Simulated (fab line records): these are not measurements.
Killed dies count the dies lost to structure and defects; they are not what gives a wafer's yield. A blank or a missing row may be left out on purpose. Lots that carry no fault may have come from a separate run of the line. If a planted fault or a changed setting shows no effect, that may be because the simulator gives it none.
A lot that was struck, set against a sound lot + flow sky130 + 42 out of 708 route steps
Sound: wafers L773.3, L773.5, L773.6. Struck: wafers L784.2, L784.4, L784.5. The cause is named last.
Order at every step that has rows: each side's tool, ch and its chambers, its first start. Under that, the readings that differ: sound wafers + struck wafers + difference of the means + sigmas: that difference in standard deviations of wafers without a fault.
alike: readings with means less than 2 such deviations apart, plus words and numbers identical on both sides. not compared: withheld readings, readings lacking a value on some wafer, bounds such as >300 that could conceal the same value, and numbers that have no deviation in the record and whose values overlap.
The two part at a step that has a row with sigmas, a row that says differs or no value, or rows on one side only. Numbers that have no deviation but don't overlap get no sigmas and don't part them. A reading that every wafer of one side lacks parts them only if that side has two wafers or more.

first, 2 steps without rows for these wafers: SKY_NWELL_PEB_08; SKY_NWELL_DEVELOP_09 (develop time 60 s).
SKY_NWELL_OVL_MEAS_10:
  sound: overlay-01 at day 7 02:52; struck: overlay-02 at day 9 14:25
  alike: NWELL_00_OVL
then, 3 steps without rows for these wafers: SKY_NWELL_IMPLANT_11; SKY_NWELL_IMPLANT_12; SKY_NWELL_IMPLANT_13.
SKY_NWELL_STRIP_14: strips in O2/N2.
  sound on plasma_asher-02 ch 0,1, day 7 03:23; struck on plasma_asher-02 ch 0,1, day 9 14:53
  alike: drypump_motor_current_A, oes_product_au, strip_time_to_endpoint_s
  not compared: rf_hours_counter_h
SKY_NWELL_TW_MEAS_15:
  sound: film_metro-02 at day 7 03:28; struck: film_metro-03 at day 9 15:00
| reading  | sound          | struck         | difference | sigmas |
|----------|----------------|----------------|------------|--------|
| NWELL_TW | 1799 1789 1791 | 1826 1828 1824 | +33        | +2     |
then, 4 steps without rows for these wafers: SKY_NWELL_DEHYDRATE_16 (time 60 s); SKY_NWELL_HMDS_17 (prime time 60 s); SKY_NWELL_COAT_18 (resist thk 3000 nm); SKY_NWELL_SOFTBAKE_19.
SKY_NWELL_EXPOSE_20: exposes mask NWM COMPLEMENT, target cd 840 nm.
  sound on iline_stepper-01 ch 0, day 7 13:20; struck on iline_stepper-01 ch 0, day 10 02:09
  alike: mask
then, 2 steps without rows for these wafers: SKY_NWELL_PEB_21; SKY_NWELL_DEVELOP_22 (develop time 60 s).
SKY_NWELL_OVL_MEAS_23:
  sound: overlay-02 at day 7 22:59; struck: overlay-01 at day 10 12:43
| reading           | sound       | struck         | difference | sigmas |
|-------------------|-------------|----------------|------------|--------|
| NWELL_01_OVL (nm) | 1.2 0.9 2.7 | -2.1 -2.3 -2.8 | -4.0       | -3     |
following that, these wafers have no rows for 1 step: SKY_NWELL_IMPLANT_24.
SKY_NWELL_STRIP_25: strips in O2/N2.
  sound on plasma_asher-02 ch 0,1, day 7 23:11; struck on plasma_asher-02 ch 0,1, day 10 12:53
  alike: drypump_motor_current_A, oes_product_au, strip_time_to_endpoint_s
  not compared: rf_hours_counter_h
SKY_NWELL_TW_MEAS_26:
  sound: film_metro-04 at day 7 23:16; struck: film_metro-02 at day 10 13:00
  alike: NWELL_2_TW
then, 1 step without rows for these wafers: SKY_NWELL_CLEAN_27 (cleans in SC1/SC2, time 150 s).
SKY_NWELL_RTA_28: time 30 s.
  sound on rtp_anneal-02 ch 0, day 7 23:24; struck on rtp_anneal-02 ch 0, day 10 13:07
  alike: lamp_power_pct, wafer_temp_C_max
SKY_NWELL_RS_MEAS_29: measurement is done with a four-point probe.
  sound: film_metro-03 at day 7 23:30; struck: film_metro-03 at day 10 13:13
  alike: NWELL_RS
SKY_NWELL_RS_MEAS_31: measurement is done with a four-point probe.
  sound: film_metro-03 at day 7 23:44; struck: film_metro-03 at day 10 13:28
  alike: PWDE_RS
then, 7 steps without rows for these wafers: SKY_VT_ADJUST_HVTP_DEHYDRATE_00 (time 60 s); SKY_VT_ADJUST_HVTP_HMDS_01 (prime time 62.68 s); SKY_VT_ADJUST_HVTP_COAT_02 (resist thk 1140 nm); SKY_VT_ADJUST_HVTP_SOFTBAKE_03 (time 60 s); SKY_VT_ADJUST_HVTP_EXPOSE_04 (exposes mask HVTPM, target cd 380 nm); SKY_VT_ADJUST_HVTP_PEB_05; SKY_VT_ADJUST_HVTP_DEVELOP_06 (develop time 60 s).
SKY_VT_ADJUST_HVTP_CD_MEAS_07: the cd target is 380 nm.
  sound: cd_sem-01 at day 8 20:52; struck: cd_sem-01 at day 11 12:29
  alike: cd_nm
SKY_VT_ADJUST_HVTP_OVL_MEAS_08:
  sound: overlay-01 at day 8 20:58; struck: overlay-02 at day 11 12:35
  alike: VT_ADJUST_HVTP_OVL
following that, these wafers have no rows for 1 step: SKY_VT_ADJUST_HVTP_IMPLANT_09.
SKY_VT_ADJUST_HVTP_STRIP_10: strips in O2/N2.
  sound on plasma_asher-02 ch 0,1, day 8 21:10; struck on plasma_asher-01 ch 0, day 11 12:46
| reading                     | sound       | struck      | difference | sigmas |
|-----------------------------|-------------|-------------|------------|--------|
| drypump_motor_current_A (A) | 4.8 5.0 4.8 | 6.2 6.2 6.2 | +1.3       | +2     |
  alike: oes_product_au, strip_time_to_endpoint_s
  not compared: rf_hours_counter_h
SKY_VT_ADJUST_HVTP_TW_MEAS_11:
  sound: film_metro-04 at day 8 21:16; struck: film_metro-04 at day 11 12:53
  alike: VT_ADJUST_HVTP_TW
then, 6 steps without rows for these wafers: SKY_VT_ADJUST_LVTN_DEHYDRATE_00 (time 60 s); SKY_VT_ADJUST_LVTN_HMDS_01 (prime time 60 s); SKY_VT_ADJUST_LVTN_COAT_02 (resist thk 3000 nm); SKY_VT_ADJUST_LVTN_SOFTBAKE_03; SKY_VT_ADJUST_LVTN_EXPOSE_04 (exposes mask NWM COMPLEMENT LESS NATIVE, target cd 840 nm); SKY_VT_ADJUST_LVTN_PEB_05.
-- record jumps: 39 days separate the struck wafers' starts on either side; left off in module VT_ADJUST_LVTN, taken up again in module PAD_OPEN, whose first shown step is the route's number 708 --
SKY_PAD_OPEN_PROBE_99:
  sound: prober-01 at day 48 10:44; struck: prober-01 at day 50 14:16
| reading                                 | sound                         | struck                        | difference | sigmas |
|-----------------------------------------|-------------------------------|-------------------------------|------------|--------|
| model.etest.nfet_16v.r_on_ohm_um        | 1.412e+04 1.404e+04 1.407e+04 | 1.428e+04 1.421e+04 1.432e+04 | +1.933e+02 |        |
| model.etest.res_iso_pwell.width_nm (nm) | 2653 2661 2653                | 2708 2671 2718                | +43        |        |
| model.etest.res_nwell.width_nm (nm)     | 827.5 829.9 828.8             | 807.4 821.2 809.6             | -16.0      |        |
  alike: killed_at_M0_to_M3, killed_at_M4_up, killed_at_contacts, killed_at_front_end, killed_at_other, killed_dies, killed_open, killed_short
  not compared: model.etest.pfet_16v.drive_ua_um

## WHERE THEY PART
Earliest at SKY_NWELL_TW_MEAS_15; latest, in this record, at SKY_VT_ADJUST_HVTP_STRIP_10. Later steps at which nothing parts them and some readings are alike: SKY_VT_ADJUST_HVTP_TW_MEAS_11, SKY_PAD_OPEN_PROBE_99.

WHY: whatever the simulator had introduced
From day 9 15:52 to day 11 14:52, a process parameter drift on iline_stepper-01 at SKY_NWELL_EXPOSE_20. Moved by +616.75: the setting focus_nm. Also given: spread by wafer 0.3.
